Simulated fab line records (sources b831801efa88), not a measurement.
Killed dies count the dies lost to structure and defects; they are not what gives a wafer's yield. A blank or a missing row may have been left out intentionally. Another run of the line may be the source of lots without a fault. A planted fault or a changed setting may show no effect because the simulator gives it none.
Struck lot and sound lot, side by side    flow sfqLine    14 steps out of a route of 325
Sound: these wafers, L422.2, L422.4, L422.5. Struck: wafers L427.5, L427.6 (left out: L427.4, a lot-mate that was not struck); the cause follows at the end.
Each step with rows lists, per side, the tool, then ch with its chambers, then its first start. Under that, the readings that differ: sound wafers    struck wafers    difference of the means    sigmas: that difference in standard deviations of wafers without a fault.
alike: words and numbers the same on both sides, and readings whose means are apart by under 2 such deviations; not compared: readings that were withheld, readings missing a value for some wafer, numbers with overlapping values and no deviation given by the record, and bounds like >300 which may hide the same value.
The two part at a step that has a row with sigmas, a row that says differs or no value, or rows on one side only. Non-overlapping numbers with no deviation appear without sigmas and do not part them. Lack of a reading on every wafer of one side parts them only where that side has two or more wafers.

first, 2 steps without rows for these wafers: SFQ_TRILAYER_I0_VIA_STRIP_SOLV_CLEAN_036 (cleans in NMP, time 600 s); SFQ_TRILAYER_M1_DEP_PRE_CLEAN_038 (time 22.5 s).
SFQ_TRILAYER_M1_DEP_SPUTTER_037: material Nb, target thk 200 nm, time 133.3 s.
  sound on pvdSputter-06, day 11 03:20; struck on pvdSputter-05, day 12 09:20
  alike: throttleValvePct
SFQ_M1_RS_MEAS_909: the measuring method here is four-point-probe.
  sound on filmMetro-01, day 11 03:26; struck on filmMetro-03, day 12 09:29
  alike: M1_NB_RS
then, 6 steps without rows for these wafers: SFQ_TRILAYER_M1_LITHO_COAT_044 (resist thk 62 nm); SFQ_TRILAYER_M1_LITHO_COAT_039 (resist thk 600 nm); SFQ_TRILAYER_M1_LITHO_SOFTBAKE_043; SFQ_TRILAYER_M1_LITHO_EXPOSE_040 (exposes mask M1, target cd 500 nm); SFQ_TRILAYER_M1_LITHO_PEB_042 (peb time 60 s); SFQ_TRILAYER_M1_LITHO_DEVELOP_041 (time 60 s).
-- the record jumps here: 5 days lie between the struck wafers' starts before and after --
SFQ_M1_OVL_MEAS_911:
  sound on overlay-02, day 15 15:00; struck on overlay-02, day 17 01:49
  alike: M1_OVL
SFQ_TRILAYER_M1_BARC_OPEN_METAL_ETCH_054: etches BARC in O2, target depth 125 nm, time 41.7 s.
  sound on rieMetal-01 ch 0,1, day 15 15:02; struck on rieMetal-04 ch 0,1, day 17 01:51
reading                                             sound              struck       difference  sigmas
model.KrF_of_TRILAYER_M1_LITHO_COAT_039.thkNm (nm)  520.1 521.4 520.9  533.6 533.7  +12.9       
  alike: drypumpMotorCurrentA, oesProductAu
  not compared: rfHoursCounterH
SFQ_TRILAYER_M1_ETCH_METAL_ETCH_042: etches Nb in Cl2/Ar, stops on SiO2, target depth 240 nm, time 120 s.
  sound on rieMetal-01 ch 0,1, day 15 15:05; struck on rieMetal-04 ch 0,1, day 17 01:58
reading                                             sound              struck       difference  sigmas
model.KrF_of_TRILAYER_M1_LITHO_COAT_039.thkNm (nm)  378.3 379.2 380.3  394.6 393.2  +14.6       
  alike: drypumpMotorCurrentA, oesProductAu
  not compared: rfHoursCounterH
SFQ_TRILAYER_M1_STRIP_STRIP_043: strips in O2.
  sound on rieMetal-01 ch 0,1, day 15 15:13; struck on rieMetal-04 ch 0,1, day 17 02:20
  alike: drypumpMotorCurrentA, oesProductAu
  not compared: rfHoursCounterH

== WHERE THEY PART ==
Nowhere in this record.

WHY: the cause the simulator had injected
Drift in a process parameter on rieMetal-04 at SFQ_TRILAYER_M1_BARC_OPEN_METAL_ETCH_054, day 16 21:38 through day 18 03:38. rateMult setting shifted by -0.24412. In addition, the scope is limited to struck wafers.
